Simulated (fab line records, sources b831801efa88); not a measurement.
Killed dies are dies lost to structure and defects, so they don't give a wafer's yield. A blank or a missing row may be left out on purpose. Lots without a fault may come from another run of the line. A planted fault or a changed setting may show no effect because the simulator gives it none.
fab line records | flow sky130 | part 2 of 2: steps 5 to 6 of 6
record lots=22 wafers=66 last_day=50
route steps=708 shown VIA1@472 VIA2@521 CAP2M@617 METAL4@635
lots that met no fault: from a run of the same line without faults
start_h: hours from the record's first day to the start of the lot's first wafer shown | wait_h: hours since the lot's step before | " the same as in the row above | L1.1+2: a row that stands for several wafers | - no value, or no start given | * or withheld: withheld | < > ~ a bound
route shown NAME@n: a module of which the file shows steps, and the number in the route of the first | usual: mean/standard deviation of fault-free wafers | same: alike in all rows | chamber/n: place in a boat | sites: the reading at each site | _std_site: their standard deviation | _edge_site: outer sites' mean less inner sites' | radius_mm: how far each site lies from the wafer's centre | mask NAME#n: copy n | behind: the tool/chamber that last shaped the wafer | hold: why the lot was held/for how many hours/how that ended | device: the transistor (n, p or np) that didn't switch | end of line: the same wafers' tests at the end of the route | a step without rows: its recipe alone | killed: dies lost to structure and defects at the first sort, not the wafer's yield | map: a wafer's dies, x killed, . not, _ none there
set.NAME: the setting as run; set.NAME@STEP: as run at that earlier step | model.NAME: the simulator's own value behind a step, which no gauge read
steps of the route over a sample of lots; a table a step, a row a wafer
services: from which hour (start_h, from the record's first day; less than 0 if before it) a tool's chamber was out of use, for how many hours, and why
## steps
# step SKY_CAP2M_STRIP_14
# recipe chemistry=O2/N2 power_w=1400 pressure_mtorr=1500 platen_temp_c=withheld o2_flow_sccm=3000 n2_flow_sccm=300 overash_fraction=0.5
# usual drypump_motor_current_A=5.9/0.54 oes_product_au=0.710/0.0048 strip_time_to_endpoint_s=12.66/0.054
# columns lot.wafer tool chamber start_h wait_h drypump_motor_current_A oes_product_au rf_hours_counter_h strip_time_to_endpoint_s
L074.2 plasma_asher-01 0 957.89 0.1 5.4 0.707 85 12.66
L074.3 " 1 " " 6.4 0.705 - 12.66
L074.4 " 0 " " 5.4 0.705 - 12.67
L075.1 plasma_asher-03 0 966.33 0.1 5.8 0.706 22 12.62
L075.4 " 0 " " 5.8 0.714 - 12.71
L075.5 " 1 " " 5.5 0.711 - 12.62
L076.2 plasma_asher-02 1 971.58 0.1 5.5 0.709 54 12.77
L076.3 " 1 " " 5.5 0.713 - 12.75
L076.6 " 0 " " 6.8 0.712 - 12.74
L077.1 plasma_asher-03 1 977.28 0.1 5.5 0.715 24 12.62
L077.4 " 0 " " 5.8 0.709 - 12.66
L077.5 " 1 " " 5.5 0.709 - 12.70
L078.1 plasma_asher-03 0 979.14 0.1 5.8 0.706 24 12.61
L078.4 " 1 " " 5.5 0.709 - 12.65
L078.6 " 1 " " 5.5 0.717 - 12.68
L079.2 plasma_asher-01 1 986.91 0.1 6.4 0.701 88 12.65
L079.4 " 1 " " 6.4 0.712 - 12.64
L079.6 " 1 " " 6.4 0.707 - 12.70
L080.3 plasma_asher-02 1 999.64 0.1 5.5 0.710 - 12.63
L080.5 " 0 " " 6.8 0.711 - 12.68
L080.6 " 1 " " 5.5 0.705 - 12.64
L082.1 plasma_asher-02 1 1005.24 0.1 5.5 0.708 58 12.70
L082.3 " 0 " " 6.8 0.695 - 12.74
L082.6 " 0 " " 6.8 0.713 - 12.81
L083.1 plasma_asher-01 0 1014.32 0.1 5.4 0.705 92 12.54
L083.2 " 1 " " 6.4 0.710 92 12.57
L083.6 " 1 " " 6.4 0.714 - 12.56
L084.1 plasma_asher-02 1 1023.54 0.1 5.6 0.705 61 12.64
L084.3 " 1 " " 5.6 0.700 - 12.64
L084.6 " 1 " " 5.5 0.711 - 12.65
L085.1 plasma_asher-03 1 1027.38 0.1 5.6 0.712 26 12.67
L085.4 " 1 " " 5.6 0.712 - 12.63
L085.6 " 1 " " 5.6 0.711 - 12.70
L086.1 plasma_asher-02 1 1040.63 0.1 5.5 0.708 62 12.65
L086.3 " 1 " " 5.5 0.713 - 12.67
L086.6 " 1 " " 5.5 0.711 - 12.62
L087.1 plasma_asher-01 1 1046.88 0.1 6.4 0.713 93 12.77
L087.2 " 0 " " 5.4 0.710 93 12.76
L087.5 " 1 " " 6.4 0.701 - 12.74
L088.2 plasma_asher-02 0 1050.03 0.1 6.8 0.716 63 12.66
L088.5 " 0 " " 6.8 0.713 - 12.66
L088.6 " 1 " " 5.5 0.706 - 12.69
L091.1 plasma_asher-02 0 1064.49 0.1 6.8 0.710 64 12.72
L091.2 " 1 " " 5.5 0.708 64 12.73
L091.5 " 0 " " 6.8 0.711 - 12.71
L089.2 plasma_asher-01 1 1067.13 0.1 6.4 0.711 95 12.66
L089.4 " 0 " " 5.4 0.717 - 12.63
L089.6 " 0 " " 5.4 0.702 - 12.68
L092.1 plasma_asher-02 0 1088.13 0.1 6.8 0.712 67 12.68
L092.3 " 0 " " 6.8 0.712 - 12.70
L092.6 " 1 " " 5.6 0.709 - 12.75
L093.1 plasma_asher-03 0 1090.78 0.1 5.7 0.709 32 12.69
L093.3 " 1 " " 5.6 0.715 - 12.69
L093.4 " 0 " " 5.8 0.711 - 12.67
L094.3 plasma_asher-01 0 1091.86 0.1 5.4 0.710 - 12.65
L094.4 " 1 " " 6.4 0.706 - 12.64
L094.6 " 0 " " 5.4 0.714 - 12.65
L095.4 plasma_asher-03 1 1092.63 0.1 5.5 0.719 - 12.63
L095.5 " 0 " " 5.8 0.715 - 12.62
L095.6 " 1 " " 5.5 0.724 - 12.62
L096.1 plasma_asher-02 0 1092.93 0.1 6.8 0.706 68 12.66
L096.2 " 1 " " 5.5 0.708 68 12.59
L096.3 " 1 " " 5.5 0.720 - 12.60
L097.3 plasma_asher-03 1 1096.33 0.1 5.6 0.707 - 12.63
L097.5 " 1 " " 5.6 0.710 - 12.69
L097.6 " 0 " " 5.8 0.711 - 12.72
# step SKY_METAL4_STRIP_19
# recipe chemistry=O2/N2 power_w=1400 pressure_mtorr=1500 platen_temp_c=withheld o2_flow_sccm=3000 n2_flow_sccm=300 overash_fraction=0.5
# usual drypump_motor_current_A=6.1/0.5 oes_product_au=0.506/0.0061 strip_time_to_endpoint_s=6.63/0.069
# columns lot.wafer tool chamber start_h wait_h drypump_motor_current_A oes_product_au rf_hours_counter_h strip_time_to_endpoint_s
L074.2 plasma_asher-02 0 983.34 0.1 6.8 0.507 55 6.70
L074.3 " 1 " " 5.5 0.501 - 6.72
L074.4 " 0 " " 6.8 0.504 - 6.65
L075.1 plasma_asher-04 0 991.01 0.1 6.5 0.505 115 6.64
L075.4 " 1 " " 5.8 0.515 - 6.63
L075.5 " 0 " " 6.6 0.504 - 6.66
L076.2 plasma_asher-04 0 996.25 0.1 6.6 0.505 116 6.68
L076.3 " 1 " " 5.7 0.505 - 6.65
L076.6 " 0 " " 6.5 0.503 - 6.64
L077.1 plasma_asher-04 0 1001.81 0.1 6.6 0.505 117 6.57
L077.4 " 0 " " 6.6 0.503 - 6.49
L077.5 " 0 " " 6.5 0.509 - 6.67
L078.1 plasma_asher-01 1 1003.70 0.1 6.4 0.510 91 6.69
L078.4 " 1 " " 6.4 0.507 - 6.68
L078.6 " 1 " " 6.4 0.511 - 6.64
L079.2 plasma_asher-01 0 1011.06 0.1 5.4 0.497 91 6.58
L079.4 " 1 " " 6.4 0.516 - 6.67
L079.6 " 1 " " 6.4 0.507 - 6.65
L080.3 plasma_asher-04 0 1023.65 0.1 6.6 0.503 - 6.63
L080.5 " 1 " " 5.8 0.516 - 6.71
L080.6 " 0 " " 6.6 0.507 - 6.64
L082.1 plasma_asher-04 0 1028.45 0.1 6.5 0.494 120 6.47
L082.3 " 0 " " 6.5 0.518 - 6.58
L082.6 " 1 " " 5.8 0.500 - 6.50
L083.1 plasma_asher-02 1 1037.05 0.1 5.5 0.503 62 6.59
L083.2 " 0 " " 6.8 0.508 62 6.61
L083.6 " 1 " " 5.5 0.498 - 6.50
L084.1 plasma_asher-04 1 1046.95 0.1 5.8 0.508 122 6.63
L084.3 " 0 " " 6.5 0.511 - 6.61
L084.6 " 0 " " 6.6 0.502 - 6.60
L085.1 plasma_asher-02 1 1050.96 0.1 5.5 0.505 63 6.47
L085.4 " 0 " " 6.8 0.495 - 6.48
L085.6 " 1 " " 5.5 0.497 - 6.53
L086.1 plasma_asher-01 1 1063.54 0.1 6.4 0.504 95 6.61
L086.3 " 0 " " 5.4 0.508 - 6.56
L086.6 " 1 " " 6.4 0.499 - 6.58
L087.1 plasma_asher-02 0 1069.49 0.3 6.8 0.496 65 6.53
L087.2 " 1 " " 5.5 0.504 65 6.48
L087.5 " 1 " " 5.5 0.502 - 6.47
L088.2 plasma_asher-01 1 1072.61 0.1 6.4 0.500 96 6.71
L088.5 " 1 " " 6.4 0.508 - 6.64
L088.6 " 0 " " 5.4 0.515 - 6.73
L091.1 plasma_asher-02 0 1085.62 0.1 6.7 0.510 67 6.73
L091.2 " 1 " " 5.5 0.508 67 6.68
L091.5 " 0 " " 6.8 0.501 - 6.71
L089.2 plasma_asher-04 1 1089.07 0.1 5.8 0.501 2 6.61
L089.4 " 1 " " 5.8 0.497 - 6.66
L089.6 " 0 " " 6.6 0.501 - 6.62
L092.1 plasma_asher-04 1 1108.97 0.1 5.8 0.507 4 6.60
L092.3 " 1 " " 5.8 0.512 - 6.63
L092.6 " 0 " " 6.5 0.500 - 6.60
L093.1 plasma_asher-02 1 1111.91 0.1 5.6 0.503 70 6.63
L093.3 " 0 " " 6.8 0.508 - 6.68
L093.4 " 1 " " 5.6 0.504 - 6.68
L094.3 plasma_asher-01 1 1112.88 0.1 6.4 0.509 - 6.58
L094.4 " 0 " " 5.4 0.507 - 6.59
L094.6 " 1 " " 6.4 0.497 - 6.61
L095.4 plasma_asher-02 1 1113.85 0.1 5.5 0.503 - 6.57
L095.5 " 0 " " 6.7 0.499 - 6.57
L095.6 " 1 " " 5.6 0.505 - 6.59
L096.1 plasma_asher-04 0 1114.21 0.1 6.6 0.507 4 6.59
L096.2 " 1 " " 5.8 0.516 4 6.73
L096.3 " 1 " " 5.8 0.509 - 6.63
L097.3 plasma_asher-04 1 1117.95 0.1 5.8 0.522 - 6.64
L097.5 " 1 " " 5.8 0.514 - 6.68
L097.6 " 0 " " 6.5 0.501 - 6.58
## services
# columns tool chamber start_h hours kind
cmp-02 - 775.54 1.4 repair
rie_diel-01 0 815.07 10.2 repair
rie_diel-04 2 835.31 5.4 repair
plasma_asher-04 - 855.31 5.0 repair
cmp-02 - 869.71 2.1 repair
rie_diel-01 - 888.69 14.6 pm
cmp-02 - 903.90 2.7 pm
rie_diel-01 3 910.61 9.8 repair
cmp-02 - 912.08 4.0 pm
rie_diel-01 1 918.44 27.8 repair
rie_diel-04 - 940.99 1.1 repair
rie_diel-01 2 949.64 21.7 repair
plasma_asher-02 - 949.92 2.8 pm
rie_diel-04 1 951.36 3.5 repair
rie_diel-01 1 957.21 3.2 repair
plasma_asher-04 - 958.17 13.8 repair
plasma_asher-03 - 981.30 34.6 repair
cmp-02 - 1007.79 2.1 repair
rie_diel-01 3 1016.94 6.3 repair
plasma_asher-04 - 1055.25 9.0 pm
rie_diel-04 3 1060.16 6.8 repair
rie_diel-04 - 1065.25 0.2 repair
plasma_asher-04 - 1090.22 5.1 repair
rie_diel-01 1 1110.40 4.3 repair
